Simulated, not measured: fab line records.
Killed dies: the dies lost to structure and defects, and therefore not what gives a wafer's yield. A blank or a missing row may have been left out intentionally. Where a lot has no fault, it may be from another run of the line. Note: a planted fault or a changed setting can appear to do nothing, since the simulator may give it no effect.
Which tool was responsible?    flow sky130    13 lots, 39 wafers sampled, at 6 steps of a route of 708

== WHAT EACH GAUGE READ, for each wafer ==
SKY_NWELL_THK_MEAS_02. Usual: for NWELL_OXIDATION_THK the level is 10.01 nm and the standard deviation is 0.22.
lot   measured     on             NWELL_OXIDATION_THK (nm)  flag
L223  day 2 14:49  film-metro-01  9.95 9.87 9.87            
L224  day 2 19:13  film-metro-04  10.02 9.99 10.00          
L225  day 3 01:40  film-metro-03  9.54 9.61 9.74            
L230  day 4 02:15  film-metro-04  9.90 9.92 9.85            
L231  day 4 08:55  film-metro-03  10.02 10.02 10.11         
L232  day 4 11:02  film-metro-03  10.06 9.96 10.18          
L233  day 4 14:05  film-metro-04  9.78 9.84 9.59            
L241  day 6 16:46  film-metro-03  10.29 10.28 10.30         
L242  day 6 16:46  film-metro-01  9.99 10.26 9.99           
L243  day 6 19:40  film-metro-01  10.24 10.19 10.35         
L244  day 7 16:28  film-metro-04  10.34 10.16 10.18         
L246  day 7 18:22  film-metro-01  9.90 9.90 9.74            
L245  day 7 22:14  film-metro-01  10.15 10.07 9.96          

SKY_DNWELL_TW_MEAS_09. Usual: for DNWELL_TW the level is 1112 and the standard deviation is 9.3.
lot   measured     on             DNWELL_TW       flag
L223  day 3 05:49  film-metro-01  1109 1119 1110  
L224  day 3 11:00  film-metro-04  1124 1130 1126  
L225  day 3 18:12  film-metro-03  1116 1111 1111  
L230  day 4 19:40  film-metro-04  1114 1115 1119  
L231  day 5 02:04  film-metro-01  1099 1100 1099  
L232  day 5 04:11  film-metro-03  1128 1118 1130  
L233  day 5 06:55  film-metro-04  1121 1128 1121  
L241  day 7 13:04  film-metro-03  1108 1113 1110  
L242  day 7 13:05  film-metro-01  1095 1097 1097  
L243  day 7 15:56  film-metro-04  1122 1118 1119  
L244  day 8 13:05  film-metro-04  1124 1120 1126  
L246  day 8 14:34  film-metro-04  1116 1119 1107  
L245  day 8 19:09  film-metro-01  1102 1097 1096  

SKY_LDD_LDN_OVL_MEAS_07. Usual: for LDD_LDN_OVL the level is -0.5 nm and the standard deviation is 1.4.
lot   measured      on          LDD_LDN_OVL (nm)  flag
L223  day 23 06:20  overlay-01  -1.0 1.7 -0.4     
L224  day 23 06:58  overlay-01  1.3 1.9 0.8       
L225  day 23 18:47  overlay-01  -0.2 -2.6 -1.8    
L230  day 25 09:58  overlay-01  -0.4 -1.4 -1.4    
L231  day 25 22:06  overlay-01  0.5 -1.1 -1.2     
L232  day 26 01:10  overlay-01  - - -             OFF
L233  day 26 03:52  overlay-01  -1.4 -1.3 -1.1    
L241  day 29 12:16  overlay-01  -0.1 -2.5 -2.8    
L242  day 29 11:58  overlay-01  -0.8 -2.5 -1.6    
L243  day 29 13:43  overlay-02  -1.6 -1.0 -1.0    
L244  day 30 22:37  overlay-01  0.1 0.2 -1.3      
L246  day 30 22:59  overlay-01  -0.1 -0.6 -0.8    
L245  day 31 09:47  overlay-02  0.5 -4.3 -1.6     

SKY_LDD_LDN_TW_MEAS_13. Usual: for LDD_LDN_TW the level is 1474 and the standard deviation is 11.
lot   measured      on             LDD_LDN_TW      flag
L223  day 23 07:05  film-metro-03  1482 1490 1488  
L224  day 23 07:43  film-metro-03  1489 1481 1482  
L225  day 23 19:32  film-metro-03  1486 1493 1481  
L230  day 25 10:42  film-metro-02  1457 1458 1461  
L231  day 25 22:50  film-metro-01  1464 1472 1464  
L232  day 26 01:54  film-metro-01  30 30 30        OFF
L233  day 26 04:36  film-metro-01  1477 1475 1467  
L241  day 29 13:48  film-metro-02  1461 1458 1456  
L242  day 29 12:42  film-metro-03  1467 1475 1476  
L243  day 29 14:27  film-metro-03  1472 1478 1470  
L244  day 30 23:21  film-metro-03  1479 1479 1480  
L246  day 30 23:43  film-metro-01  1479 1481 1477  
L245  day 31 10:31  film-metro-01  1473 1473 1472  

== EACH LOT AND THE TOOL THAT RAN IT (in order: tool; ch and the chambers of the sampled wafers; start) ==
lot   SKY_FIELD_ISO_STRIP_16               SKY_LDD_LDN_EXPOSE_04
L223  plasma-asher-04 ch 0,1, day 2 05:59  iline-stepper-01 ch 0, day 22 15:08
L224  plasma-asher-02 ch 0,1, day 2 09:24  iline-stepper-01 ch 0, day 22 15:37
L225  plasma-asher-01 ch 0,1, day 2 16:04  iline-stepper-01 ch 0, day 23 04:16
L230  plasma-asher-01 ch 0,1, day 3 18:29  iline-stepper-01 ch 0, day 24 19:33
L231  plasma-asher-02 ch 0,1, day 4 01:28  iline-stepper-02 ch 0, day 25 07:23
L232  plasma-asher-02 ch 0,1, day 4 03:28  iline-stepper-02 ch 0, day 25 10:35
L233  plasma-asher-02 ch 0,1, day 4 08:11  iline-stepper-01 ch 0, day 25 13:34
L241  plasma-asher-02 ch 0,1, day 6 08:10  iline-stepper-01 ch 0, day 28 22:27
L242  plasma-asher-01 ch 0,1, day 6 08:10  iline-stepper-02 ch 0, day 28 21:51
L243  plasma-asher-01 ch 0,1, day 6 11:22  iline-stepper-02 ch 0, day 29 00:49
L244  plasma-asher-04 ch 1, day 7 09:14    iline-stepper-01 ch 0, day 30 10:08
L246  plasma-asher-04 ch 0, day 7 10:16    iline-stepper-02 ch 0, day 30 10:43
L245  plasma-asher-02 ch 0,1, day 7 10:50  iline-stepper-02 ch 0, day 30 19:52
- SKY_FIELD_ISO_STRIP_16: strips in O2/N2.
- SKY_LDD_LDN_EXPOSE_04: exposes mask LDNTM, target cd 700 nm.

== WHAT THE TOOLS THEMSELVES READ (means of the sampled wafers that have a number; where no wafer has one, the mark that the record gives instead) ==
SKY_FIELD_ISO_STRIP_16. Usual: drypump-motor-current-A 5.9 A, standard deviation 0.5; oes-product-au 0.379 a.u., standard deviation 0.0046; strip-time-to-endpoint-s 3.560 s, standard deviation 0.028.
lot   tool             drypump-motor-current-A (A)  oes-product-au (a.u.)  strip-time-to-endpoint-s (s)  flag
L223  plasma-asher-04  5.9                          0.379                  3.561                         
L224  plasma-asher-02  5.8                          0.379                  3.585                         
L225  plasma-asher-01  5.8                          0.377                  3.548                         
L230  plasma-asher-01  5.8                          0.378                  3.553                         
L231  plasma-asher-02  6.1                          0.379                  3.543                         
L232  plasma-asher-02  6.1                          0.381                  3.545                         
L233  plasma-asher-02  6.1                          0.382                  3.569                         
L241  plasma-asher-02  6.1                          0.381                  3.579                         
L242  plasma-asher-01  6.1                          0.380                  3.556                         
L243  plasma-asher-01  5.8                          0.379                  3.540                         
L244  plasma-asher-04  5.1                          0.376                  3.518                         
L246  plasma-asher-04  6.1                          0.376                  3.553                         
L245  plasma-asher-02  6.1                          0.378                  3.541                         

SKY_LDD_LDN_EXPOSE_04. Usual: focus-offset-nm at 0.0 nm, with a standard deviation of 0.45.
lot   tool              focus-offset-nm (nm)  flag
L223  iline-stepper-01  -0.0                  
L224  iline-stepper-01  -0.2                  
L225  iline-stepper-01  -0.3                  
L230  iline-stepper-01  0.3                   
L231  iline-stepper-02  -0.0                  
L232  iline-stepper-02  -0.3                  
L233  iline-stepper-01  0.3                   
L241  iline-stepper-01  -0.1                  
L242  iline-stepper-02  -0.1                  
L243  iline-stepper-02  -0.1                  
L244  iline-stepper-01  0.2                   
L246  iline-stepper-02  -0.1                  
L245  iline-stepper-02  0.1                   

== THE ANSWER, worked out from the rows above alone ==
Rule: take the mean of a lot's wafers that have a number; if it is more than 3 standard deviations from the usual mean, the lot is off. A lot without any number at a reading at which 4 lots or more have one is off too. The other lots that the step has rows for count as sound. After the gauges, taken in route order, come the tools' own readings; for these a lot's mean is taken, as printed above. The first step at which some lot is off is used, and at that step the reading that is off furthest; a lot without a number counts as furthest.
Off: L232, at SKY_LDD_LDN_OVL_MEAS_07 (LDD_LDN_OVL). Without a number there: L232.
If a tool, at a process step before that reading, ran all the lots that are off and no sound lot after the first of them, it fits. The gauges at SKY_LDD_LDN_OVL_MEAS_07 aren't tried: what is off there is off at SKY_LDD_LDN_TW_MEAS_13 too, on other tools, and a gauge's error can't cause that. Not one of the candidates tried fits.

== WHAT THE SIMULATOR HAD PUT IN ==
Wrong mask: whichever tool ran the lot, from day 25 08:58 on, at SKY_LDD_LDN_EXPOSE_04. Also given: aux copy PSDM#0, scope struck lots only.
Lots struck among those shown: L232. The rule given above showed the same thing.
